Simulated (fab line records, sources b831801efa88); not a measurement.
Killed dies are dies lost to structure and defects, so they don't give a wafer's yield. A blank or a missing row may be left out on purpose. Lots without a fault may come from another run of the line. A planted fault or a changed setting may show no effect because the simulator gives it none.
fab line records | flow sky130
record lots=5 wafers=14 last_day=51
route steps=708 shown VT_ADJUST_HVTR@137 VT_ADJUST_PCH@143 SONOS_TUNNEL@154 SONOS_ONO@168 VIA3@585 PAD_OPEN@708
lots that met no fault: from a run of the same line without faults
start_h: hours from the record's first day to the start of the lot's first wafer shown | wait_h: hours since the lot's step before | " the same as in the row above | L1.1+2: a row that stands for several wafers | - no value, or no start given | * or withheld: withheld | < > ~ a bound
route shown NAME@n: a module of which the file shows steps, and the number in the route of the first | usual: mean/standard deviation of fault-free wafers | same: alike in all rows | chamber/n: place in a boat | sites: the reading at each site | _std_site: their standard deviation | _edge_site: outer sites' mean less inner sites' | radius_mm: how far each site lies from the wafer's centre | mask NAME#n: copy n | behind: the tool/chamber that last shaped the wafer | hold: why the lot was held/for how many hours/how that ended | device: the transistor (n, p or np) that didn't switch | end of line: the same wafers' tests at the end of the route | a step without rows: its recipe alone | killed: dies lost to structure and defects at the first sort, not the wafer's yield | map: a wafer's dies, x killed, . not, _ none there
set.NAME: the setting as run; set.NAME@STEP: as run at that earlier step | model.NAME: the simulator's own value behind a step, which no gauge read
lots at some steps of the route; a table a step, a row a wafer
services: from which hour (start_h, from the record's first day; less than 0 if before it) a tool's chamber was out of use, for how many hours, and why
## steps
# step SKY_VT_ADJUST_HVTR_DEVELOP_06
# recipe develop_time_s=60 dev_temp_c=23
# step SKY_VT_ADJUST_HVTR_CD_MEAS_07
# recipe target_cd_nm=380
# usual cd_nm=380.1/2.4
# columns lot.wafer tool chamber start_h wait_h cd_nm
L696.2 cd_sem-02 - 212.98 0.1 377.9
L696.4 " - " " 380.1
L696.5 " - " " 375.9
L700.2 cd_sem-02 - 237.15 0.1 374.3
L700.3 " - " " 375.5
L700.4 " - " " 376.9
L710.1 cd_sem-02 - 322.35 0.1 382.1
L710.2 " - " " 381.5
L717.1 cd_sem-02 - 369.96 0.1 378.7
L717.2 " - " " 376.4
L717.3 " - " " 377.4
L718.3 cd_sem-02 - 375.95 0.1 379.1
L718.4 " - " " 379.8
L718.6 " - " " 378.3
# step SKY_VT_ADJUST_HVTR_OVL_MEAS_08
# usual VT_ADJUST_HVTR_OVL=0.2/1.2
# columns lot.wafer tool chamber start_h wait_h VT_ADJUST_HVTR_OVL[nm]
L696.2 overlay-01 - 213.09 0.1 1.0
L696.4 " - " " 0.1
L696.5 " - " " 0.1
L700.2 overlay-01 - 237.26 0.1 2.4
L700.3 " - " " 1.4
L700.4 " - " " -0.8
L710.1 overlay-02 - 322.47 0.1 -0.1
L710.2 " - " " 1.0
L717.1 overlay-01 - 370.08 0.1 -1.4
L717.2 " - " " -2.6
L717.3 " - " " -1.3
L718.3 overlay-02 - 376.05 0.1 0.1
L718.4 " - " " -1.6
L718.6 " - " " 0.0
# step SKY_VT_ADJUST_HVTR_IMPLANT_09
# recipe species=B energy_kev=10 dose_cm2=2.1e+12 tilt_deg=withheld
# step SKY_VT_ADJUST_HVTR_STRIP_10
# recipe chemistry=O2/N2 power_w=1400 pressure_mtorr=1500 platen_temp_c=withheld o2_flow_sccm=3000 n2_flow_sccm=300 overash_fraction=0.5
# usual drypump_motor_current_A=5.8/0.54 oes_product_au=0.715/0.0045 strip_time_to_endpoint_s=14.17/0.032
# same overash_fraction=0.5
# columns lot.wafer tool chamber start_h wait_h drypump_motor_current_A oes_product_au rf_hours_counter_h strip_time_to_endpoint_s
L696.2 plasma_asher-02 1 213.27 0.1 4.7 0.716 55 14.13
L696.4 " 0 " " 6.2 0.710 - 14.20
L696.5 " 0 " " 6.2 0.715 - 14.20
L700.2 plasma_asher-01 1 237.44 0.1 6.2 0.721 51 14.24
L700.3 " 1 " " 6.2 0.716 - 14.18
L700.4 " 0 " " 5.4 0.715 - 14.18
L710.1 plasma_asher-02 0 322.66 0.1 6.2 0.723 66 14.19
L710.2 " 1 " " 4.7 0.717 66 14.20
L717.1 plasma_asher-01 0 370.27 0.1 5.4 0.711 63 14.19
L717.2 " 1 " " 6.2 0.716 63 14.18
L717.3 " 1 " " 6.2 0.719 - 14.16
L718.3 plasma_asher-01 1 376.25 0.1 6.2 0.722 - 14.19
L718.4 " 0 " " 5.4 0.714 - 14.15
L718.6 " 1 " " 6.2 0.716 - 14.17
# step SKY_VT_ADJUST_HVTR_TW_MEAS_11
# usual VT_ADJUST_HVTR_TW=210.9/2.5
# columns lot.wafer tool chamber start_h wait_h VT_ADJUST_HVTR_TW
L696.2 film_metro-04 - 213.38 0.1 214.6
L696.4 " - " " 215.4
L696.5 " - " " 215.0
L700.2 film_metro-01 - 237.55 0.1 212.7
L700.3 " - " " 212.0
L700.4 " - " " 211.6
L710.1 film_metro-03 - 322.76 0.1 209.5
L710.2 " - " " 210.1
L717.1 film_metro-01 - 370.37 0.1 210.3
L717.2 " - " " 210.2
L717.3 " - " " 209.3
L718.3 film_metro-01 - 376.34 0.1 210.4
L718.4 " - " " 210.5
L718.6 " - " " 211.0
# step SKY_VT_ADJUST_PCH_DEHYDRATE_00
# recipe temp_c=200 time_s=60
# step SKY_VT_ADJUST_PCH_HMDS_01
# recipe prime_time_s=60 prime_temp_c=120
# step SKY_VT_ADJUST_PCH_COAT_02
# recipe spin_rpm=2000 resist_thk_nm=3000
# step SKY_VT_ADJUST_PCH_SOFTBAKE_03
# recipe temp_c=110 time_s=withheld
# step SKY_VT_ADJUST_PCH_EXPOSE_04
# recipe mask_id=NWM na=0.6 source_shape=conventional sigma_outer=0.6 polarization=unpolarized target_cd_nm=840 dose_mj=255
# step SKY_VT_ADJUST_PCH_PEB_05
# recipe temp_c=115 time_s=withheld
# step SKY_VT_ADJUST_PCH_DEVELOP_06
# recipe wall_angle_deg=90 developer=TMAH develop_time_s=60 dev_temp_c=23
# columns lot.wafer tool chamber start_h wait_h
L696.2+4+5 litho_track-03 0 236 -
L700.2+3+4 litho_track-04 0 261 -
L710.1+2 litho_track-03 0 352 -
L717.1+2+3 litho_track-04 0 401 -
L718.3+4+6 litho_track-01 0 407 -
# step SKY_VT_ADJUST_PCH_OVL_MEAS_07
# usual VT_ADJUST_PCH_OVL=-0.2/1.4
# columns lot.wafer tool chamber start_h wait_h VT_ADJUST_PCH_OVL[nm]
L696.2 overlay-01 - 236.52 - 0.4
L696.4 " - " " 1.0
L696.5 " - " " -0.2
L700.2 overlay-01 - 261.74 - -1.7
L700.3 " - " " -0.2
L700.4 " - " " -2.1
L710.1 overlay-01 - 352.21 - -1.8
L710.2 " - " " -3.8
L717.1 overlay-01 - 401.18 - -1.6
L717.2 " - " " -2.4
L717.3 " - " " -1.1
L718.3 overlay-02 - 407.71 - 1.6
L718.4 " - " " 1.7
L718.6 " - " " 3.0
# step SKY_VT_ADJUST_PCH_IMPLANT_08
# recipe species=B energy_kev=10 dose_cm2=5e+11 tilt_deg=withheld
# step SKY_VT_ADJUST_PCH_STRIP_09
# recipe chemistry=O2/N2 power_w=1400 pressure_mtorr=1500 platen_temp_c=withheld o2_flow_sccm=3000 n2_flow_sccm=300 overash_fraction=0.5
# usual drypump_motor_current_A=6.0/0.36 oes_product_au=0.722/0.0047 strip_time_to_endpoint_s=36.93/0.097
# same overash_fraction=0.5
# columns lot.wafer tool chamber start_h wait_h drypump_motor_current_A oes_product_au rf_hours_counter_h strip_time_to_endpoint_s
L696.2 plasma_asher-04 1 236.70 0.1 6.5 0.730 36 37.07
L696.4 " 1 " " 6.5 0.720 - 37.02
L696.5 " 0 " " 5.9 0.716 - 36.90
L700.2 plasma_asher-04 1 261.92 0.1 6.5 0.724 39 36.87
L700.3 " 0 " " 5.9 0.718 - 36.76
L700.4 " 1 " " 6.5 0.721 - 36.91
L710.1 plasma_asher-01 1 352.40 0.1 6.2 0.720 62 36.88
L710.2 " 0 " " 5.4 0.723 62 36.78
L717.1 plasma_asher-01 1 401.37 0.1 6.2 0.730 66 36.84
L717.2 " 0 " " 5.4 0.716 66 36.93
L717.3 " 1 " " 6.2 0.729 - 36.86
L718.3 plasma_asher-04 0 407.91 0.1 5.9 0.726 - 36.96
L718.4 " 1 " " 6.5 0.725 - 37.09
L718.6 " 0 " " 5.9 0.720 - 37.06
# step SKY_VT_ADJUST_PCH_TW_MEAS_10
# usual VT_ADJUST_PCH_TW=142.7/0.99
# columns lot.wafer tool chamber start_h wait_h VT_ADJUST_PCH_TW
L696.2 film_metro-02 - 236.81 0.1 143.0
L696.4 " - " " 143.7
L696.5 " - " " 143.8
L700.2 film_metro-01 - 262.03 0.1 143.3
L700.3 " - " " 143.3
L700.4 " - " " 142.8
L710.1 film_metro-01 - 352.50 0.1 141.8
L710.2 " - " " 142.7
L717.1 film_metro-02 - 401.47 0.1 143.1
L717.2 " - " " 143.0
L717.3 " - " " 142.7
L718.3 film_metro-02 - 408.00 0.1 143.3
L718.4 " - " " 143.5
L718.6 " - " " 143.6
# step SKY_SONOS_TUNNEL_DEHYDRATE_00
# recipe temp_c=200 time_s=60
# step SKY_SONOS_TUNNEL_HMDS_01
# recipe prime_time_s=60 prime_temp_c=120
# step SKY_SONOS_TUNNEL_COAT_02
# recipe resist=NOVOLAK spin_rpm=3000 resist_thk_nm=1140
# step SKY_SONOS_TUNNEL_SOFTBAKE_03
# recipe temp_c=90 time_s=60 resist=NOVOLAK
# step SKY_SONOS_TUNNEL_EXPOSE_04
# recipe mask_id=TUNM na=0.6 source_shape=conventional sigma_outer=0.6 polarization=unpolarized target_cd_nm=410 dose_mj=136
# step SKY_SONOS_TUNNEL_PEB_05
# recipe temp_c=withheld time_s=* resist=NOVOLAK
# step SKY_SONOS_TUNNEL_DEVELOP_06
# recipe resist=NOVOLAK developer=TMAH develop_time_s=60 dev_temp_c=23
# step SKY_SONOS_TUNNEL_CD_MEAS_07
# recipe target_cd_nm=410
# usual cd_nm=409.8/2.5
# columns lot.wafer tool chamber start_h wait_h cd_nm
L696.2 cd_sem-01 - 260.17 0.1 408.1
L696.4 " - " " 408.6
L696.5 " - " " 408.7
L700.2 cd_sem-01 - 287.03 0.1 412.6
L700.3 " - " " 412.9
L700.4 " - " " 410.3
L710.1 cd_sem-01 - 383.15 0.1 405.0
L710.2 " - " " 404.8
L717.1 cd_sem-01 - 430.69 0.1 414.2
L717.2 " - " " 411.2
L717.3 " - " " 412.6
L718.3 cd_sem-02 - 437.25 0.1 410.2
L718.4 " - " " 411.8
L718.6 " - " " 411.1
# step SKY_SONOS_TUNNEL_OVL_MEAS_08
# usual SONOS_TUNNEL_OVL=1.1/1.5
# columns lot.wafer tool chamber start_h wait_h SONOS_TUNNEL_OVL[nm]
L696.2 overlay-01 - 260.27 0.1 -0.2
L696.4 " - " " -0.8
L696.5 " - " " 0.6
L700.2 overlay-02 - 287.14 0.1 1.8
L700.3 " - " " 0.3
L700.4 " - " " 0.6
L710.1 overlay-02 - 383.27 0.1 2.9
L710.2 " - " " 3.5
L717.1 overlay-01 - 430.81 0.1 3.4
L717.2 " - " " -1.6
L717.3 " - " " 2.1
L718.3 overlay-02 - 437.34 0.1 2.9
L718.4 " - " " 1.5
L718.6 " - " " 1.8
# step SKY_SONOS_TUNNEL_IMPLANT_09
# recipe species=B energy_kev=20 dose_cm2=1e+12 tilt_deg=withheld
# step SKY_SONOS_TUNNEL_WET_ETCH_10
# recipe chemistry=dHF target_depth_nm=14 target=SiO2 dilution=100:1 temp_c=25 time_s=280
# step SKY_SONOS_TUNNEL_STRIP_11
# recipe chemistry=SPM time_s=600 temp_c=130
# step SKY_SONOS_TUNNEL_TW_MEAS_12
# usual SONOS_TUNNEL_TW=198.5/2.6
# columns lot.wafer tool chamber start_h wait_h SONOS_TUNNEL_TW
L696.2 film_metro-03 - 260.73 0.0 194.0
L696.4 " - " " 195.7
L696.5 " - " " 194.9
L700.2 film_metro-03 - 287.77 0.0 195.7
L700.3 " - " " 196.0
L700.4 " - " " 195.8
L710.1 film_metro-03 - 383.73 0.0 195.1
L710.2 " - " " 195.2
L717.1 film_metro-02 - 431.26 0.0 198.6
L717.2 " - " " 198.1
L717.3 " - " " 198.5
L718.3 film_metro-04 - 437.80 0.0 200.4
L718.4 " - " " 200.5
L718.6 " - " " 200.1
# step SKY_SONOS_TUNNEL_CLEAN_13
# recipe chemistry=dHF time_s=20 dilution=100:1 dry=ipa_marangoni
# step SKY_SONOS_ONO_OXIDATION_00
# recipe temp_c=800 ambient=O2 idle_temp_c=700 ramp_up_c_per_min=10 ramp_down_c_per_min=3 stabilise_s=600 purge_s=300 target_thk_a=26 ox_time_s=1249
# step SKY_SONOS_ONO_THK_MEAS_01
# recipe reads=SiO2_of_SONOS_ONO_OXIDATION_00
# usual SONOS_ONO_OXIDATION_THK=2.60/0.06
# columns lot.wafer tool chamber start_h wait_h SONOS_ONO_OXIDATION_THK[nm]
L696.2 film_metro-04 - 263.59 0.0 2.58
L696.4 " - " " 2.46
L696.5 " - " " 2.58
L700.2 film_metro-02 - 289.35 0.0 2.71
L700.3 " - " " 2.56
L700.4 " - " " 2.63
L710.1 film_metro-01 - 385.45 0.0 2.65
L710.2 " - " " 2.60
L717.1 film_metro-04 - 433.19 0.0 2.54
L717.2 " - " " 2.56
L717.3 " - " " 2.49
L718.3 film_metro-01 - 439.83 0.0 2.51
L718.4 " - " " 2.55
L718.6 " - " " 2.58
# step SKY_SONOS_ONO_CVD_02
# recipe material=Si3N4 precursor=DCS/NH3 target_thk_nm=10.5 temp_c=770 time_s=180 pressure_mtorr=250
# step SKY_SONOS_ONO_THK_MEAS_03
# recipe reads=Si3N4_of_SONOS_ONO_CVD_02
# usual SONOS_ONO_CVD_02_THK=10.59/0.16
# columns lot.wafer tool chamber start_h wait_h SONOS_ONO_CVD_02_THK[nm]
L696.2 film_metro-04 - 264.70 0.0 10.52
L696.4 " - " " 10.49
L696.5 " - " " 10.54
L700.2 film_metro-01 - 290.46 0.0 10.47
L700.3 " - " " 10.44
L700.4 " - " " 10.40
L710.1 film_metro-04 - 386.56 0.0 10.58
L710.2 " - " " 10.62
L717.1 film_metro-01 - 438.43 0.0 10.69
L717.2 " - " " 10.68
L717.3 " - " " 10.64
L718.3 film_metro-02 - 440.94 0.0 10.70
L718.4 " - " " 10.71
L718.6 " - " " 10.73
# step SKY_SONOS_ONO_CVD_04
# recipe material=SiO2 precursor=SiH4/N2O target_thk_nm=5.7199 temp_c=900 pressure_mtorr=400
# step SKY_SONOS_ONO_THK_MEAS_05
# recipe reads=SiO2_of_SONOS_ONO_CVD_04
# usual SONOS_ONO_CVD_04_THK=5.66/0.12
# columns lot.wafer tool chamber start_h wait_h SONOS_ONO_CVD_04_THK[nm]
L696.2 film_metro-04 - 266.01 0.0 5.71
L696.4 " - " " 5.75
L696.5 " - " " 5.79
L700.2 film_metro-01 - 292.40 0.0 5.77
L700.3 " - " " 5.71
L700.4 " - " " 5.68
L710.1 film_metro-04 - 387.87 0.0 5.67
L710.2 " - " " 5.55
L717.1 film_metro-04 - 439.74 0.0 5.81
L717.2 " - " " 5.67
L717.3 " - " " 5.77
L718.3 film_metro-04 - 442.25 0.0 5.70
L718.4 " - " " 5.66
L718.6 " - " " 5.63
# step SKY_SONOS_ONO_DEHYDRATE_06
# recipe temp_c=200 time_s=60
# step SKY_SONOS_ONO_HMDS_07
# recipe prime_time_s=60 prime_temp_c=120
# step SKY_SONOS_ONO_COAT_08
# recipe resist=NOVOLAK spin_rpm=3000 resist_thk_nm=1140
# step SKY_SONOS_ONO_SOFTBAKE_09
# recipe temp_c=90 time_s=60 resist=NOVOLAK
# step SKY_SONOS_ONO_EXPOSE_10
# recipe mask_id=ONOM target_cd_nm=410 na=0.6 source_shape=conventional sigma_outer=0.6 dose_mj=150
# step SKY_VIA3_CD_MEAS_12
# recipe target_cd_nm=200
# usual cd_nm=200.4/1.4
# columns lot.wafer tool chamber start_h wait_h hold cd_nm
L696.2 cd_sem-01 - 964.52 - - 201.2
L696.4 " - " " - 201.2
L696.5 " - " " - 199.8
L700.2 cd_sem-01 - 991.17 - - 198.5
L700.3 " - " " - 198.8
L700.4 " - " " - 198.8
L710.1 cd_sem-01 - 1070.37 - await_dispo/0.2h/release 202.1
L710.2 " - " " await_dispo/0.2h/release 201.4
L710.1 cd_sem-01 - 1070.65 0.3 - 202.2
L710.2 " - " " - 201.3
L717.1 cd_sem-01 - 1099.62 - - 200.4
L717.2 " - " " - 200.7
L717.3 " - " " - 201.3
L718.3 cd_sem-02 - 1100.97 - - 201.6
L718.4 " - " " - 199.8
L718.6 " - " " - 201.6
# step SKY_VIA3_OVL_MEAS_13
# usual VIA3_OVL=0/5
# columns lot.wafer tool chamber start_h wait_h hold VIA3_OVL[nm]
L696.2 overlay-02 - 964.62 0.1 - 1
L696.4 " - " " - 2
L696.5 " - " " - 1
L700.2 overlay-02 - 991.27 0.1 - 6
L700.3 " - " " - -4
L700.4 " - " " - 6
L710.1 overlay-02 - 1071.50 0.8 await_dispo/0.7h/release -3
L710.2 " - " " await_dispo/0.7h/release -3
L717.1 overlay-02 - 1099.74 0.1 - -2
L717.2 " - " " - 9
L717.3 " - " " - 1
L718.3 overlay-01 - 1101.07 0.1 - -4
L718.4 " - " " - 2
L718.6 " - " " - -5
# step SKY_PAD_OPEN_PROBE_99
# usual killed_at_M0_to_M3=43/7 killed_at_M4_up=3.1/1.5 killed_at_contacts=23/4.9 killed_at_front_end=16/3.9 killed_dies=86/8.2 killed_open=47/6.1 killed_short=38/5.8
# same gross_dies=492 killed_at_back_side=0 killed_at_other=0
# columns lot.wafer tool chamber start_h wait_h hold killed_at_M0_to_M3 killed_at_M4_up killed_at_contacts killed_at_front_end killed_dies killed_open killed_short
L696.2 prober-02 - 1112.20 0.1 - 48 2 25 15 90 50 40
L696.4 prober-02 - 1112.30 0.2 - 43 5 30 25 103 59 44
L696.5 prober-02 - 1112.35 0.2 - 43 3 26 13 85 49 36
L700.2 prober-02 - 1133.37 0.1 - 50 4 16 14 84 39 45
L700.3 prober-02 - 1133.42 0.2 - 40 2 33 11 86 42 41
L700.4 prober-02 - 1133.47 0.2 - 42 2 28 14 86 51 35
L710.1 prober-01 - 1201.16 0.1 await_dispo/3.2h/release 34 2 30 18 84 42 42
L710.2 prober-01 - 1201.21 0.1 await_dispo/3.2h/release 37 1 26 19 83 47 36
L718.3 prober-02 - 1223.25 0.2 - 34 4 26 19 83 40 43
L718.4 prober-02 - 1223.30 0.2 - 46 2 25 14 87 48 39
L718.6 prober-02 - 1223.40 0.2 - 48 5 19 10 82 40 42
L717.1 prober-01 - 1223.84 0.1 - 42 5 29 13 89 53 36
L717.2 prober-01 - 1223.89 0.1 - 39 2 21 18 80 48 32
L717.3 prober-01 - 1223.94 0.2 - 45 6 25 16 92 50 42
# killed by level:class
L696.2 VIA2:geometric_particle:open=9 VIA1:geometric_particle:open=7 CONTACT:geometric_particle:open=7 VIA3:geometric_particle:open=7 CONTACT:geometric_particle:short=6 METAL2:geometric_particle:short=6 POLY_GATE:geometric_particle:short=5 LI_CONTACT:geometric_particle:open=5
L696.4 LI_CONTACT:geometric_particle:open=12 CONTACT:geometric_particle:open=10 VIA3:geometric_particle:open=9 POLY_GATE:geometric_particle:open=9 METAL3:geometric_particle:short=7 POLY_GATE:geometric_particle:short=6 VIA1:geometric_particle:open=6 VIA1:geometric_particle:short=5
L696.5 VIA1:geometric_particle:open=11 CONTACT:geometric_particle:open=9 METAL2:geometric_particle:short=7 POLY_GATE:geometric_particle:open=6 LI_CONTACT:geometric_particle:open=6 VIA3:geometric_particle:open=6 VIA2:geometric_particle:open=5 VIA3:geometric_particle:short=5
L700.2 METAL1:geometric_particle:short=9 VIA1:geometric_particle:open=9 METAL3:geometric_particle:short=7 VIA2:geometric_particle:open=6 CONTACT:geometric_particle:open=6 VIA1:geometric_particle:short=6 POLY_GATE:geometric_particle:open=4 LI_CONTACT:geometric_particle:open=4
L700.3 CONTACT:geometric_particle:open=10 VIA1:geometric_particle:open=8 LOCAL_INTERCONNECT:geometric_particle:short=7 CONTACT:geometric_particle:short=7 LI_CONTACT:geometric_particle:open=6 METAL1:geometric_particle:short=6 FIELD_ISO:geometric_particle:open=5 METAL2:geometric_particle:short=5
L700.4 VIA1:geometric_particle:open=16 LI_CONTACT:geometric_particle:open=9 CONTACT:geometric_particle:open=9 VIA1:geometric_particle:short=6 CONTACT:geometric_particle:short=6 VIA3:geometric_particle:open=5 FIELD_ISO:geometric_particle:short=4 FIELD_ISO:geometric_particle:open=4
L710.1 CONTACT:geometric_particle:open=13 FIELD_ISO:geometric_particle:open=8 METAL2:geometric_particle:short=8 FIELD_ISO:geometric_particle:short=7 VIA1:geometric_particle:short=7 VIA3:geometric_particle:open=6 CONTACT:geometric_particle:short=6 VIA1:geometric_particle:open=6
L710.2 CONTACT:geometric_particle:open=11 VIA1:geometric_particle:open=9 FIELD_ISO:geometric_particle:open=7 CONTACT:geometric_particle:short=7 POLY_GATE:geometric_particle:short=6 VIA3:geometric_particle:open=6 VIA1:geometric_particle:short=4 METAL2:geometric_particle:short=4
L718.3 CONTACT:geometric_particle:open=11 METAL1:geometric_particle:short=8 LI_CONTACT:geometric_particle:open=6 LOCAL_INTERCONNECT:geometric_particle:short=6 METAL2:geometric_particle:short=5 POLY_GATE:geometric_particle:open=4 POLY_GATE:geometric_particle:short=4 VIA1:geometric_particle:open=4
L718.4 VIA1:geometric_particle:open=11 CONTACT:geometric_particle:open=9 METAL2:geometric_particle:short=7 LI_CONTACT:geometric_particle:open=6 CONTACT:geometric_particle:short=5 METAL1:geometric_particle:short=5 METAL3:geometric_particle:short=5 FIELD_ISO:geometric_particle:open=4
L718.6 VIA1:geometric_particle:open=14 METAL1:geometric_particle:short=10 LI_CONTACT:geometric_particle:open=7 CONTACT:geometric_particle:short=5 METAL4:geometric_particle:short=5 VIA1:geometric_particle:short=4 CONTACT:geometric_particle:open=4 VIA3:geometric_particle:open=4
L717.1 LI_CONTACT:geometric_particle:open=10 VIA1:geometric_particle:open=10 CONTACT:geometric_particle:open=9 VIA2:geometric_particle:open=8 FIELD_ISO:geometric_particle:short=6 METAL2:geometric_particle:short=6 CONTACT:geometric_particle:short=4 METAL4:geometric_particle:short=4
L717.2 VIA1:geometric_particle:open=11 CONTACT:geometric_particle:open=10 VIA1:geometric_particle:short=7 METAL2:geometric_particle:short=7 FIELD_ISO:geometric_particle:short=5 POLY_GATE:geometric_particle:open=5 LI_CONTACT:geometric_particle:open=5 VIA2:geometric_particle:open=5
L717.3 VIA1:geometric_particle:open=14 LI_CONTACT:geometric_particle:open=9 METAL4:geometric_particle:short=6 FIELD_ISO:geometric_particle:open=5 CONTACT:geometric_particle:short=5 VIA1:geometric_particle:short=5 VIA2:geometric_particle:open=4 CONTACT:geometric_particle:open=4
# map L710.1 (x killed, . not)
__________......x..._________
________.............._______
______x......x.x.......x_____
_____........x....x...x..____
____xx.................x.x___
___..x...x...x....x....x...__
__x.......x........x....x.x._
_.x..................x......x
_.......x.x...x.......x.xx...
_.....x....x.......x.........
_..........x.............x...
_................x..x....x...
_..xx...............x.xx...x.
_...x.....x...xx....x......x.
_x..x....x.x....x.........x..
__.x...x...x.....x...x......_
___.x...........xx..x.x....__
____x..x....x.x...x......x___
_____....x....xx.....x...____
______x...x..x...x......_____
________.......x....x._______
__________..x......._________
# map L696.4 (x killed, . not)
__________.........._________
________.............._______
______..x....xx....x...._____
_____....x..x..x..x..x...____
____.x..x.....xx.xx.xx...x___
___...x..x.........x.......__
__.xx..x........x.x......x.x_
_xxx...x...x........x......x.
_..................x..x.....x
_x..........xx........x....xx
_x...x.x..x...x.xx.........xx
_...x.....xx..x....x.x.......
_....x.x.....x.x........x....
_...xx......x.x..............
_..x..x........xx....x.......
__.xx......x....x.x........._
___xx.............xx...x.xx__
____.......x..x.xxx.x.x.x.___
_____....x...............____
______.x.xx.x..x..x...x._____
________.............._______
__________....x.x..._________
## services
# columns tool chamber start_h hours kind
plasma_asher-01 - 200.92 0.8 repair
plasma_asher-01 - 264.97 2.8 pm
plasma_asher-04 - 300.29 2.8 pm
plasma_asher-02 - 354.37 0.5 repair
plasma_asher-02 - 396.97 2.3 repair
## key
first_sign step=SKY_PAD_OPEN_PROBE_99 reading=hold direction=added
effect none on later readings
met_at SKY_VT_ADJUST_PCH_DEVELOP_06
struck_wafers L710.1,L710.2
tester_left_out L710
onset_between 236 352
also_fits SKY_VT_ADJUST_HVTR_STRIP_10:plasma_asher-02
fault kind=process_parameter_drift tool=litho_track-03 chamber=- onset_h=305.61 steps=SKY_VT_ADJUST_PCH_DEVELOP_06 channel=develop_time_s offset=* shape=step end_h=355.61 scope=struck_wafers_only acts_in=* stated=*
# tester_left_out: of these lots the tester's yield and bins aren't shown, on N5 and GAA mostly nor the transistor test; their killed dies are dies lost to structure and defects alone, not to doping, threshold or leakage, so they don't give the yield
